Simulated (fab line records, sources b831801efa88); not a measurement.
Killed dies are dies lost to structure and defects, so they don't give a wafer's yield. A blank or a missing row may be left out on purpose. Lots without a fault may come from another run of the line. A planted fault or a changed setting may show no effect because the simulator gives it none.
Problem report in the 8D (eight disciplines) form, filled by code | flow gf180mcu | the parts of the form that need people (team, actions taken, sign-off) are left out

1. THE PROBLEM
developer_temp_C at GF_MVPSD_DEVELOP_06 reads a mean of 22.03 C on 9 wafers of 3 lots; wafers without a fault read 23.00 C with a standard deviation of 0.11. That is -8.8 standard deviations from the usual mean.
The step: develop time 60 s.
First seen on wafer L739.3, day 9 13:00, on litho_track-01. The record holds 45 wafers of 15 lots with a number at this step. Rule for "out", or "out of limits": more than 4 standard deviations from the usual mean. The other wafers with a number count as sound.

2. WHAT IT IS AND WHAT IT IS NOT
question                    | is                     | is not
which readings at this step | developer_temp_C       | -
which lots                  | L739, L740, L741       | L721, L723, L725, L726, L727, L728, L730, L731, L733, L735, L738, L744
which wafers of those lots  | all that have a number | -
read on which tools         | litho_track-01         | litho_track-02, litho_track-03
when                        | from day 9 13:00       | up to then (33 sound wafers); but 3 sound wafers of L744 came after

3. SUSPECTS, AND WHAT RULES EACH OUT
Counting: a tool at a process step up to the reading stays a suspect if it ran every lot that is out and no sound lot after the first of them.
- litho_track-01 at GF_MVPSD_DEVELOP_06 (develop time 60 s): kept. It ran every lot that is out, first L739 (day 9 13:00), and no sound lot after that; its last sound lot up to then is L738 (day 9 03:00). Its own readings are out on those wafers: developer_temp_C.
Left after counting: litho_track-01 at GF_MVPSD_DEVELOP_06.

4. THE CAUSE (what the simulator had put in)
Process parameter drift: litho_track-01, from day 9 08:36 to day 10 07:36, at GF_MVPSD_DEVELOP_06. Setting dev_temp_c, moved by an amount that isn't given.
Counting left only this tool.

5. THE CHAIN OF EFFECTS, in route order
Each row: a reading whose mean over the struck wafers that have a number lies more than 3 standard deviations from the usual. Only readings for which the record gives a usual standard deviation are gone through. hours: the time from each lot's start at the first step in this table that gives one to its start at this step, as a median over the lots. sigmas: the change in usual standard deviations.
hours | step                | reading          | usual   | on struck wafers | change | sigmas
0     | GF_MVPSD_DEVELOP_06 | developer_temp_C | 23.00 C | 22.03            | -0.97  | -8.8
The process steps in it:
- GF_MVPSD_DEVELOP_06: develop time 60 s.
Later measuring or inspecting steps at which every struck wafer that the step has a row for has a number for every such reading, and none has moved that far: GF_M4_OVL_MEAS_15, GF_MIM_THK_MEAS_06.

6. WHAT WOULD HAVE CAUGHT IT SOONER
In this record the first reading out of limits was taken at day 9 13:00, 4 hours after the fault began at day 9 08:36.
